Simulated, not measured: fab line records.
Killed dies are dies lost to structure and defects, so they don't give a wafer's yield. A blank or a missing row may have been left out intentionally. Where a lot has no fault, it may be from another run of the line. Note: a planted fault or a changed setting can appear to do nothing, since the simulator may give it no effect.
Struck lot and sound lot, side by side | flow sky130 | 35 steps out of a route of 708
Sound: these wafers, L113.2, L113.5, L113.6. The struck wafers were L102.3, L102.4, L102.6. The cause is given at the end.
Each step with rows lists, per side, the tool, then ch with its chambers, then its first start. Under that, the readings that differ: sound wafers | struck wafers | difference of the means | sigmas: that difference in standard deviations of wafers without a fault.
alike: readings with means less than 2 such deviations apart, plus words and numbers identical on both sides. not compared: withheld readings, readings lacking a value on some wafer, bounds such as >300 that could conceal the same value, and numbers that have no deviation in the record and whose values overlap.
A row with sigmas, a row that says differs or no value, or rows on one side alone: a step with any of these is where the two part. Non-overlapping numbers with no deviation appear without sigmas and do not part them. A reading missing from all wafers of one side parts the sides only when that side holds two or more wafers.

first, 10 steps without rows for these wafers: SKY_POLY_CUT_ETCH_10 (etches BARC in N2/H2, stops on SiO2, time 45.9 s, target depth 60 nm); SKY_POLY_CUT_ETCH_11 (etches Si3N4 in CF4/CH2F2/Ar, stops on poly-Si, time 42.5 s, target depth 60 nm); SKY_POLY_CUT_STRIP_12 (strips in O2/N2); SKY_SD_P_DEHYDRATE_00 (time 60 s); SKY_SD_P_HMDS_01 (prime time 60 s); SKY_SD_P_COAT_02 (resist thk 1140 nm); SKY_SD_P_SOFTBAKE_03 (time 60 s); SKY_SD_P_EXPOSE_04 (exposes mask PSDM, target cd 380 nm); SKY_SD_P_PEB_05; SKY_SD_P_DEVELOP_06 (develop time 60 s).
SKY_SD_P_IMPLANT_09:
  sound on implanter-04 ch 0, day 31 22:08; struck on implanter-01 ch 0, day 27 14:17
reading                  | sound                | struck               | difference | sigmas
beamEnergyKeV            | 20.006 20.014 20.017 | 28.908 28.911 28.910 | +8.897     | +99 or more
model.implant.rpNm (nm)  | 17.77 17.77 17.77    | 23.54 23.54 23.54    | +5.77      | 
model.implant.drpNm (nm) | 9.746 9.746 9.746    | 12.63 12.63 12.63    | +2.88      | 
SKY_SD_P_STRIP_10: strips in O2/N2.
  sound on plasmaAsher-02 ch 0,1, day 31 22:15; struck on plasmaAsher-03 ch 0,1, day 27 14:25
reading                  | sound             | struck            | difference | sigmas
oesProductAu (a.u.)      | 0.615 0.617 0.619 | 0.587 0.592 0.588 | -0.028     | -7
stripTimeToEndpointS (s) | 17.57 17.47 17.48 | 18.81 18.90 18.86 | +1.35      | +36
  alike: drypumpMotorCurrentA
  not compared: rfHoursCounterH
SKY_SD_P_TW_MEAS_11:
  sound on filmMetro-01, day 31 22:22; struck on filmMetro-01, day 27 14:44
reading | sound          | struck         | difference | sigmas
SD_P_TW | 2842 2841 2840 | 3146 3124 3149 | +299       | +21
  not compared: hold
then, 20 steps without rows for these wafers: SKY_RES_XHIGH_HMDS_01 (prime time 60 s); SKY_RES_XHIGH_COAT_02 (resist thk 1140 nm); SKY_RES_XHIGH_SOFTBAKE_03 (time 60 s); SKY_RES_XHIGH_EXPOSE_04 (exposes mask URPM, target cd 1270 nm); SKY_RES_XHIGH_PEB_05; SKY_RES_XHIGH_DEVELOP_06 (develop time 60 s); SKY_RES_XHIGH_IMPLANT_07; SKY_RES_XHIGH_STRIP_08 (strips in O2/N2); SKY_SD_N_DEHYDRATE_00 (time 60 s); SKY_SD_N_HMDS_01 (prime time 60 s); SKY_SD_N_COAT_02 (resist thk 1140 nm); SKY_SD_N_SOFTBAKE_03 (time 60 s); SKY_SD_N_EXPOSE_04 (exposes mask NSDM, target cd 380 nm); SKY_SD_N_PEB_05; SKY_SD_N_DEVELOP_06 (develop time 60 s); SKY_SD_N_IMPLANT_09; SKY_SD_N_IMPLANT_10; SKY_SD_N_STRIP_11 (strips in O2/N2); SKY_SD_N_CLEAN_13 (cleans in SC1/SC2, time 150 s); SKY_SD_N_RTA_14 (time 2 s).
-- the record jumps here: 2 days lie between the struck wafers' starts before and after --
SKY_SD_N_RS_MEAS_17: a four-point-probe measurement.
  sound on filmMetro-01, day 34 04:32; struck on filmMetro-04, day 30 00:11
reading          | sound             | struck            | difference | sigmas
SD_P_RS (ohm/sq) | 146.8 146.3 146.9 | 122.9 122.6 122.8 | -23.9      | -72
  not compared: hold
SKY_PAD_OPEN_PROBE_99:
  the record holds rows for the sound wafers here (prober-02, day 50 00:41) but none for the struck ones

== WHERE THEY PART ==
First at SKY_SD_P_IMPLANT_09; last, within this record, at SKY_PAD_OPEN_PROBE_99.

WHY: what had been put in by the simulator
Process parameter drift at SKY_SD_P_IMPLANT_09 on implanter-01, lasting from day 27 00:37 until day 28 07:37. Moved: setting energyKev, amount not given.
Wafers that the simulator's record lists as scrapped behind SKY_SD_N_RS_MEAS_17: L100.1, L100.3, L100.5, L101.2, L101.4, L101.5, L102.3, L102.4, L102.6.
